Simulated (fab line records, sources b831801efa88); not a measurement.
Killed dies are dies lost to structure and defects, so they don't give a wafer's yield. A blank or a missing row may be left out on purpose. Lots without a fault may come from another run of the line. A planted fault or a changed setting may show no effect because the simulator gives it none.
Chamber matching | flow sky130 | SKY_VIA1_HDPCVD_00 on hdpcvd-02: 3 sister chambers
The step deposits SiO2, target thk 1030 nm, time 171.7 s. 3 wafers are shown with their chamber, then 8 later ones without.

WAFERS WITH THEIR CHAMBER
wafer  | chamber | run_length_s (s)
L147.4 | 0       | 199.8
L147.6 | 2       | 199.0
L146.1 | 1       | 200.2

WAFERS WITHOUT THEIR CHAMBER
wafer  | run_length_s (s)
L146.4 | 199.8
L146.5 | 198.9
L148.1 | 200.4
L148.3 | 199.7
L148.5 | 199.7
L149.1 | 200.0
L149.3 | 199.5
L149.6 | 199.5

WHICH CHAMBER EACH WENT THROUGH
wafer  | from the rows above     | in truth
L146.4 | 0                       | 0
L146.5 | 2                       | 2
L148.1 | 1                       | 1
L148.3 | 0                       | 0
L148.5 | 0                       | 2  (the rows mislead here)
L149.1 | can't be placed: 0 or 1 | 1
L149.3 | can't be placed: 0 or 2 | 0
L149.6 | can't be placed: 0 or 2 | 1
Placed correctly: 4 of 8. Can't be placed from these rows: 3 (the true chamber is among the candidates in 2). Placed wrongly: 1.
How it was worked out, from the rows above alone: a wafer's distance from a chamber is the root of the sum, over the readings, of the square of ((its reading less the chamber's mean) divided by the reading's scatter). The wafer belongs to the nearest chamber; if the next one is less than 2 further off, it can't be placed. A chamber's mean is the mean of its shown wafers. The scatter: with one shown wafer a chamber, the root of the mean of the squares of how far each hidden wafer lies from its nearest shown one.
